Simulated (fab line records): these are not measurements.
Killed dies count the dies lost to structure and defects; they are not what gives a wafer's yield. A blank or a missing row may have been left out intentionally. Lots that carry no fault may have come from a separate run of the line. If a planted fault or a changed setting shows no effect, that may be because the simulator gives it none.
Chamber matching	flow gf180mcu	3 sister chambers for GF_PASSIVATION_CVD_02 on pecvd-02
The step deposits Si3N4, target thk 700 nm, time 486.18 s. 18 wafers are shown with their chamber, then 9 later ones without.

== WAFERS, EACH WITH ITS CHAMBER ==
wafer	chamber	heater_power_w (W)
L077.1	2	696
L077.3	0	940
L077.4	0	981
L079.3	0	897
L079.5	0	933
L079.6	1	742
L080.3	2	719
L080.5	0	774
L080.6	1	599
L081.1	1	675
L081.3	0	970
L081.6	0	789
L085.1	1	694
L085.3	0	893
L085.6	2	724
L088.2	2	673
L088.4	2	739
L088.5	0	865

SIGNATURES (averages over the wafers above)
reading	chamber 0	chamber 1	chamber 2	scatter within a chamber
heater_power_w	893.56	677.50	710.20	61.4
Rule: a wafer lies at a distance from a chamber equal to the root of the sum of squares, over the readings, of (its reading less the chamber's mean, divided by the reading's scatter). If the next closest chamber is less than 2 further off than the closest, the wafer can't be placed; otherwise it belongs to the closest. The scatter: take each reading less its chamber's mean, square it, sum over the shown wafers, divide by the number of wafers less the number of chambers, and take the root.

== WAFERS MISSING THEIR CHAMBER ==
wafer	heater_power_w (W)
L089.3	687
L089.4	912
L089.6	597
L095.1	615
L095.4	657
L095.6	700
L097.1	878
L097.3	688
L097.4	661

== THE CHAMBER EACH PASSED THROUGH ==
wafer	from the rows above	in truth
L089.3	can't be placed: 1 or 2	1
L089.4	0	0
L089.6	can't be placed: 1 or 2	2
L095.1	can't be placed: 1 or 2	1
L095.4	can't be placed: 1 or 2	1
L095.6	can't be placed: 2 or 1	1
L097.1	0	0
L097.3	can't be placed: 1 or 2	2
L097.4	can't be placed: 1 or 2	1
Correctly placed: 2 of 9. Can't be placed from these rows: 7 (the true chamber is among the candidates in 7). Wrongly placed: 0.
